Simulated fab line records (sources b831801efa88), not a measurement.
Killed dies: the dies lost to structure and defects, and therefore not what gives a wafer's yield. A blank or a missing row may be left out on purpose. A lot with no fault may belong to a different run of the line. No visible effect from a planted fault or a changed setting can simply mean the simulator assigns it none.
A struck lot beside a sound one    flow sky130    14 steps out of a route of 708
Sound: the wafers L693.3, L693.4, L693.6. Struck: wafers L694.1, L694.5, L694.6. At the end, the cause is stated.
Per side, at each step with rows, come the tool, then ch with its chambers, and then its first start. Under that, the readings that differ: sound wafers    struck wafers    difference of the means    sigmas: that difference in standard deviations of wafers without a fault.
alike: readings whose means differ by less than 2 such deviations, and words and numbers that are the same on both sides. not compared: withheld readings, readings that some wafer has no value for, bounds like >300 that may hide the same value, and numbers for which the record gives no deviation and whose values overlap.
A row with sigmas, a row that says differs or no value, or rows on one side alone: a step with any of these is where the two part. Non-overlapping numbers with no deviation appear without sigmas and do not part them. A reading that every wafer of one side lacks parts them only if that side has two wafers or more.

SKY_METAL5_STRIP_16: strips in O2/N2.
  sound on plasma-asher-04 ch 0,1, day 44 22:54; struck on plasma-asher-01 ch 0,1, day 45 06:17
  alike: drypump-motor-current-A, oes-product-au, strip-time-to-endpoint-s
  not compared: rf-hours-counter-h
then, 3 steps without rows for these wafers: SKY_METAL5_STRIP_17 (strips in post etch residue remover, time 1200 s); SKY_METAL5_CLEAN_18 (cleans in IPA, time 180 s); SKY_METAL5_CLEAN_19 (cleans in O3/DIW).
SKY_PASSIVATION_CVD_00: deposits SiO2, target thk 90 nm.
  sound on pecvd-03 ch 0,1, day 44 23:52; struck on pecvd-04 ch 0,1, day 45 06:55
  alike: heater-power-outer-w, heater-power-w
SKY_PASSIVATION_THK_MEAS_01:
  sound: film-metro-04 at day 44 23:55; struck: film-metro-04 at day 45 06:56
  alike: PASSIVATION_CVD_00_THK
SKY_PASSIVATION_CVD_02: deposits Si3N4, target thk 540 nm.
  sound on pecvd-04 ch 0,2, day 44 23:57; struck on pecvd-03 ch 0,1, day 45 06:59
  alike: heater-power-outer-w, heater-power-w
SKY_PASSIVATION_THK_MEAS_03:
  sound: film-metro-03 at day 45 00:11; struck: film-metro-03 at day 45 07:13
  alike: PASSIVATION_CVD_02_THK
then, 4 steps without rows for these wafers: SKY_PASSIVATION_DEHYDRATE_04 (time 60 s); SKY_PASSIVATION_HMDS_05 (prime time 60 s); SKY_PASSIVATION_COAT_06 (resist thk 3000 nm); SKY_PASSIVATION_SOFTBAKE_07.
SKY_PASSIVATION_EXPOSE_08: exposes mask NSM, target cd 3000 nm.
  sound on iline-stepper-01 ch 0, day 45 10:08; struck on iline-stepper-02, day 45 17:20
  no value came back on the struck wafers for exposure-dose-mJ-cm2, focus-offset-nm (nm); on the sound wafers exposure-dose-mJ-cm2 reads 259.76 259.96 259.98
  alike: mask
after that, 1 step had no rows for these wafers: SKY_PASSIVATION_PEB_09.

## WHERE THEY PART
Only at SKY_PASSIVATION_EXPOSE_08, as far as this record shows.

WHY: what had been put in by the simulator
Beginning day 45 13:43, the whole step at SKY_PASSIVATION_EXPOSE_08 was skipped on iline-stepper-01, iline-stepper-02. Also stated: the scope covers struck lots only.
